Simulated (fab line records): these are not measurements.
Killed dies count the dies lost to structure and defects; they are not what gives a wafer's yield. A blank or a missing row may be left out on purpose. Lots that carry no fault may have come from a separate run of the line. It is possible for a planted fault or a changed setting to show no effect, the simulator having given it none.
A struck lot beside a sound one | flow sky130 | 14 steps out of a route of 708
Sound: the wafers L264.2, L264.4, L264.6. The struck wafers were L255.1, L255.3, L255.4. The cause is given at the end.
Per side, at each step with rows, come the tool, then ch with its chambers, and then its first start. Under that, the readings that differ: sound wafers | struck wafers | difference of the means | sigmas: that difference in standard deviations of wafers without a fault.
alike: same words and numbers on both sides, and readings whose means sit less than 2 such deviations apart. not compared: any withheld reading, any reading some wafer has no value for, any bound like >300 that may hide the same value, and any number with overlapping values for which the record gives no deviation.
Wherever a step has rows on one side only, a row that says differs or no value, or a row with sigmas, the two part there. Non-overlapping numbers with no deviation appear without sigmas and do not part them. A reading missing from all wafers of one side parts the sides only when that side holds two or more wafers.

SKY_POLY_GATE_ETCH_15: etches BARC in N2/H2, stops on SiO2, time 118.5 s, target depth 110 nm.
  sound on rie-diel-04 ch 0,2,3, day 23 14:40; struck on rie-diel-02 ch 0,1,3, day 19 16:01
  alike: drypump-motor-current-A, n2-flow-sccm, oes-product-au, throttle-valve-pct
  not compared: rf-hours-counter-h
SKY_POLY_GATE_ETCH_16: etches Si3N4 in CH3F/O2, stops on poly-Si, time 147.5 s, target depth 75 nm.
  sound on rie-diel-04 ch 0,2,3, day 23 14:45; struck on rie-diel-02 ch 0,1,3, day 19 16:06
  alike: drypump-motor-current-A, oes-product-au, throttle-valve-pct
  not compared: rf-hours-counter-h
SKY_POLY_GATE_ETCH_17: etches poly-Si in HBr/Cl2, stops on SiO2, target depth 180 nm, time 70.5 s.
  sound on rie-si-01 ch 1,2,3, day 23 14:51; struck on rie-si-02 ch 0,1,2, day 19 16:12
  alike: drypump-motor-current-A, oes-product-au, throttle-valve-pct
  not compared: rf-hours-counter-h
SKY_POLY_GATE_STRIP_18: strips in O2/N2.
  sound on plasma-asher-02 ch 0,1, day 23 14:54; struck on plasma-asher-04 ch 0,1, day 19 16:16
  reading                      | sound          | struck         | difference | sigmas
  drypump-motor-current-A (A)  | 5.01 5.02 5.96 | 5.82 5.82 5.84 | +0.50      | +2
  strip-time-to-endpoint-s (s) | 3.22 3.21 3.19 | 3.17 3.13 3.12 | -0.07      | -2
  alike: n2-flow-sccm, oes-product-au
  not compared: rf-hours-counter-h
then, 2 steps without rows for these wafers: SKY_POLY_GATE_CLEAN_19 (cleans in SC1/SC2, time 150 s); SKY_POLY_GATE_OXIDATION_20 (stabilise 600 s, purge 300 s, target thk 4 nm).
SKY_POLY_GATE_THK_MEAS_21:
  struck on film-metro-03, day 19 20:22; sound on film-metro-03, day 23 16:56
  alike: POLY_GATE_OXIDATION_THK
SKY_POLY_GATE_CD_MEAS_22:
  struck on cd-sem-01, day 19 20:26; sound on cd-sem-02, day 23 17:00
  alike: cd-nm
then, 4 steps without rows for these wafers: SKY_LDD_N_DEHYDRATE_00 (time 60 s); SKY_LDD_N_HMDS_01 (prime time 60 s); SKY_LDD_N_COAT_02 (resist thk 300 nm); SKY_LDD_N_SOFTBAKE_03 (time 60 s).
SKY_LDD_N_EXPOSE_04: exposes mask NTM, target cd 840 nm.
  sound on iline-stepper-02 ch 0, day 24 09:15; struck on iline-stepper-01, day 20 11:58
  no value came back on the struck wafers for exposure-dose-mJ-cm2, focus-offset-nm (nm); on the sound wafers exposure-dose-mJ-cm2 reads 109.86 109.96 109.95
  alike: mask
next, for these wafers, 1 step has no rows: SKY_LDD_N_PEB_05.

== WHERE THEY PART ==
First at SKY_POLY_GATE_STRIP_18; last, within this record, at SKY_LDD_N_EXPOSE_04.

WHY: whatever the simulator had introduced
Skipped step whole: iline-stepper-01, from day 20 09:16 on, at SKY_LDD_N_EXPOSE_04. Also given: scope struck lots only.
